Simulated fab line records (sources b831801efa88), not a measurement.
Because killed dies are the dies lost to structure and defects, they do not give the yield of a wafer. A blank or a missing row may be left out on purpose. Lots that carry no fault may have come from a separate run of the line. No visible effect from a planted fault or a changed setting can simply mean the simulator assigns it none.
One fault through the eyes of 2 desks / flow sky130 / every desk sees just its own numbers, and what lay behind them comes last

FOR THE TOOL OWNER'S DESK: plasmaAsher-04
The tool's own readings at SKY_SD_P_STRIP_10 (strips in O2/N2): means of the sampled wafers that have a number, for each lot that ran on this tool. A lot is out of limits, marked OUT, if its mean lies more than 4 standard deviations from the usual mean; the brackets give that distance.
Columns: A = drypumpMotorCurrentA at SKY_SD_P_STRIP_10, usual 6.0 A; B = oesProductAu at SKY_SD_P_STRIP_10, usual 0.618 a.u.; C = stripTimeToEndpointS at SKY_SD_P_STRIP_10, usual 17.51 s
lot=L362; first seen here=day 27 04:42; A=6.0; B=0.615; C=17.52
lot=L364; first seen here=day 28 05:35; A=5.6; B=0.617; C=17.49
lot=L366; first seen here=day 28 14:37; A=5.6; B=0.560 (-13) OUT; C=-
lot=L378; first seen here=day 32 08:19; A=5.6; B=0.616; C=17.46
This desk finds L366 out of limits, L366 being first, at day 28 14:37 (oesProductAu at SKY_SD_P_STRIP_10). In limits: L362, L364, L378.

THE METROLOGY DESK
What the gauges read, lot by lot, whatever tool the lot ran on: means of the sampled wafers that have a number. A lot is out of limits, marked OUT, if its mean lies more than 4 standard deviations from the usual mean; the brackets give that distance.
Columns: A = SPACER_CVD_00_THK at SKY_SPACER_THK_MEAS_01, usual 43.1 nm; B = SD_P_TW at SKY_SD_P_TW_MEAS_11, usual 2826; C = RES_XHIGH_TW at SKY_RES_XHIGH_TW_MEAS_09, usual 1643; D = SD_N_TW at SKY_SD_N_TW_MEAS_12, usual 3976
lot=L358; first seen here=day 22 22:44; A=42.2; B=2849; C=1647; D=3905
lot=L360; first seen here=day 23 18:45; A=43.0; B=2838; C=1650; D=3970
lot=L361; first seen here=day 23 23:10; A=43.0; B=2840; C=1648; D=3975
lot=L362; first seen here=day 24 17:44; A=43.5; B=2772; C=1616; D=4027
lot=L364; first seen here=day 25 19:58; A=42.9; B=2778; C=1652; D=4000
lot=L366; first seen here=day 26 05:02; A=43.5; B=2785; C=30 (-99 or more) OUT; D=3921
lot=L372; first seen here=day 28 12:53; A=43.3; B=2806; C=1661; D=3904
lot=L375; first seen here=day 29 02:33; A=44.2; B=2860; C=1613; D=4042
lot=L376; first seen here=day 29 06:28; A=43.1; B=2863; C=1635; D=4007
lot=L377; first seen here=day 29 19:17; A=43.2; B=2792; C=1649; D=3915
lot=L379; first seen here=day 30 03:23; A=43.4; B=2825; C=1655; D=3921
lot=L378; first seen here=day 30 03:24; A=42.8; B=2826; C=1648; D=3921
lot=L380; first seen here=day 30 09:01; A=43.9; B=2819; C=1654; D=3912
This desk finds L366 out of limits, with the earliest case on L366 at day 29 17:03 (RES_XHIGH_TW at SKY_RES_XHIGH_TW_MEAS_09). In limits: L358, L360, L361, L362, L364, L372, L375, L376, L377, L379, L378, L380.

TAKEN TOGETHER
The tool owner's desk had the chance to raise an alarm at day 28 14:37 on L366.
Metrology desk: alarm possible at day 29 17:03 on L366.
All the named lots went through SKY_SD_P_STRIP_10 on plasmaAsher-04.

WHAT HAD BEEN PUT IN BY THE SIMULATOR
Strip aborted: plasmaAsher-04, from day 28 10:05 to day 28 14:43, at SKY_SD_P_STRIP_10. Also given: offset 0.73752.
Lots struck among those shown: L366.
Counting hours from when the fault started, the first reading out of limits came at 5 for the tool owner's desk and at 31 for the metrology desk.
